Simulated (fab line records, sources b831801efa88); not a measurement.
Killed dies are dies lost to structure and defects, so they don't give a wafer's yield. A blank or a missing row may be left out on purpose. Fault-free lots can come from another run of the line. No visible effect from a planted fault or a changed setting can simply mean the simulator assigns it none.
The tool behind it: which one?	flow gf180mcu	13 lots with 39 wafers sampled at 4 steps, on a route of 602 steps

WHAT THE GAUGES SHOWED, per wafer
GF_VT_IMPLANT_TW_MEAS_32.
lot	measured	on	VT_IMPLANT_3_TW
L111	day 7 13:44	film-metro-03	265.5 267.0 265.6
L116	day 8 22:02	film-metro-01	268.2 268.9 267.5
L117	day 9 05:23	film-metro-04	268.9 269.0 268.0
L120	day 10 00:11	film-metro-03	264.7 265.3 266.0
L122	day 10 12:28	film-metro-01	269.0 269.5 269.8
L123	day 11 00:47	film-metro-04	267.6 266.3 266.7
L124	day 11 10:41	film-metro-04	268.3 267.9 267.7
L125	day 11 15:31	film-metro-03	268.1 266.9 268.4
L126	day 11 17:13	film-metro-01	267.5 266.8 268.0
L127	day 11 23:17	film-metro-01	268.2 269.3 267.6
L128	day 12 10:00	film-metro-03	266.8 266.1 265.4
L131	day 13 05:50	film-metro-03	265.2 265.8 266.1
L132	day 13 12:24	film-metro-03	265.8 264.4 265.5

GF_PSD_TW_MEAS_11.
lot	measured	on	PSD_TW
L111	day 15 08:13	film-metro-01	30 30 30
L116	day 17 14:00	film-metro-04	3162 3167 3168
L117	day 17 12:52	film-metro-04	3167 3179 3200
L120	day 18 11:22	film-metro-04	3208 3207 3214
L122	day 19 04:14	film-metro-03	3144 3125 3153
L123	day 19 20:07	film-metro-03	3138 3136 3141
L124	day 20 08:31	film-metro-01	3186 3191 3182
L125	day 20 12:06	film-metro-04	3185 3196 3190
L126	day 20 20:58	film-metro-01	3181 3167 3171
L127	day 21 02:25	film-metro-04	3185 3195 3179
L128	day 21 13:37	film-metro-01	3180 3187 3155
L131	day 22 12:34	film-metro-03	3169 3162 3160
L132	day 22 21:06	film-metro-04	3196 3195 3184

EACH LOT AND THE TOOL THAT RAN IT (in order: tool; ch and the chambers of the sampled wafers; start)
lot	GF_NSD_STRIP_11	GF_PSD_STRIP_10
L111	plasma-asher-03 ch 1, day 14 10:13	plasma-asher-04 ch 0,1, day 15 08:06
L116	plasma-asher-01 ch 0,1, day 16 14:48	plasma-asher-04 ch 0,1, day 17 13:54
L117	plasma-asher-01 ch 0,1, day 16 13:37	plasma-asher-02 ch 0,1, day 17 12:46
L120	plasma-asher-03 ch 0,1, day 17 11:44	plasma-asher-02 ch 0,1, day 18 11:16
L122	plasma-asher-03 ch 0,1, day 18 03:24	plasma-asher-02 ch 0,1, day 19 04:07
L123	plasma-asher-04 ch 0,1, day 18 18:40	plasma-asher-02 ch 0,1, day 19 20:01
L124	plasma-asher-04 ch 0,1, day 19 07:17	plasma-asher-02 ch 0,1, day 20 08:25
L125	plasma-asher-04 ch 0,1, day 19 11:25	plasma-asher-01 ch 0,1, day 20 12:00
L126	plasma-asher-03 ch 0, day 19 19:52	plasma-asher-04 ch 0,1, day 20 20:52
L127	plasma-asher-03 ch 0,1, day 20 01:11	plasma-asher-01 ch 0,1, day 21 02:20
L128	plasma-asher-03 ch 0,1, day 20 12:27	plasma-asher-04 ch 0,1, day 21 13:31
L131	plasma-asher-04 ch 0,1, day 21 12:56	plasma-asher-01 ch 0,1, day 22 12:28
L132	plasma-asher-01 ch 0,1, day 21 21:11	plasma-asher-04 ch 0,1, day 22 21:00
- GF_NSD_STRIP_11: strips in O2/N2.
- GF_PSD_STRIP_10: strips in O2/N2.

WHAT THE TOOLS THEMSELVES READ (means of the sampled wafers that have a number; where no wafer has one, the mark that the record gives instead)
GF_NSD_STRIP_11.
lot	tool	drypump-motor-current-A (A)	heater-power-w (W)	oes-product-au (a.u.)	strip-time-to-endpoint-s (s)
L111	plasma-asher-03	5.6	298	0.558	-
L116	plasma-asher-01	5.6	326	0.487	22.94
L117	plasma-asher-01	5.6	329	0.488	22.97
L120	plasma-asher-03	5.6	288	0.490	22.98
L122	plasma-asher-03	5.7	291	0.487	22.99
L123	plasma-asher-04	5.9	362	0.490	22.95
L124	plasma-asher-04	5.9	374	0.485	22.90
L125	plasma-asher-04	6.0	356	0.487	22.95
L126	plasma-asher-03	5.6	286	0.485	23.00
L127	plasma-asher-03	5.6	284	0.487	22.97
L128	plasma-asher-03	5.6	292	0.486	22.93
L131	plasma-asher-04	5.9	363	0.489	22.96
L132	plasma-asher-01	5.6	320	0.488	23.00

GF_PSD_STRIP_10.
lot	tool	drypump-motor-current-A (A)	heater-power-w (W)	oes-product-au (a.u.)	strip-time-to-endpoint-s (s)
L111	plasma-asher-04	5.9	353	0.616	19.67
L116	plasma-asher-04	6.0	362	0.591	16.49
L117	plasma-asher-02	5.7	342	0.587	16.56
L120	plasma-asher-02	5.7	343	0.593	16.57
L122	plasma-asher-02	5.7	339	0.592	16.53
L123	plasma-asher-02	5.7	339	0.597	16.59
L124	plasma-asher-02	5.8	339	0.590	16.45
L125	plasma-asher-01	5.6	323	0.594	16.59
L126	plasma-asher-04	6.0	354	0.591	16.50
L127	plasma-asher-01	5.6	323	0.598	16.56
L128	plasma-asher-04	5.9	378	0.592	16.54
L131	plasma-asher-01	5.6	323	0.591	16.50
L132	plasma-asher-04	5.9	362	0.592	16.54

THE ANSWER, worked out from the rows above alone
Rule: usual is defined by the lots themselves. The widest of any qualifying gaps counts: lots, ordered by their means at a reading, are off when they make up no more than a third of the lots, leave a main group of 4 or more, and stand apart from it by 3 or more times the standard deviation of that group's means. A main group whose means are all the same, to the digits that the tables above print for the reading, isn't used. Also off: a lot with no number at a reading for which 4 or more lots have one. Where the step has rows for the other lots, those lots are counted as sound. First the gauges in route order, then the tools' own readings, where a lot's mean is used as printed above. The first step at which some lot is off is used, and at that step the reading that is off furthest; a lot without a number counts as furthest.
Off: L111, at GF_PSD_TW_MEAS_11 (PSD_TW). The main group has a mean of 3175 with a standard deviation of 20.
A tool fits if, at a process step before that reading, it ran every lot that is off, and no sound lot after the first of them. The gauges at GF_PSD_TW_MEAS_11 aren't tried: what is off there is off at GF_NSD_STRIP_11 too, on other tools, and a gauge's error can't cause that. None of those tried fits.

WHAT THE SIMULATOR PUT IN
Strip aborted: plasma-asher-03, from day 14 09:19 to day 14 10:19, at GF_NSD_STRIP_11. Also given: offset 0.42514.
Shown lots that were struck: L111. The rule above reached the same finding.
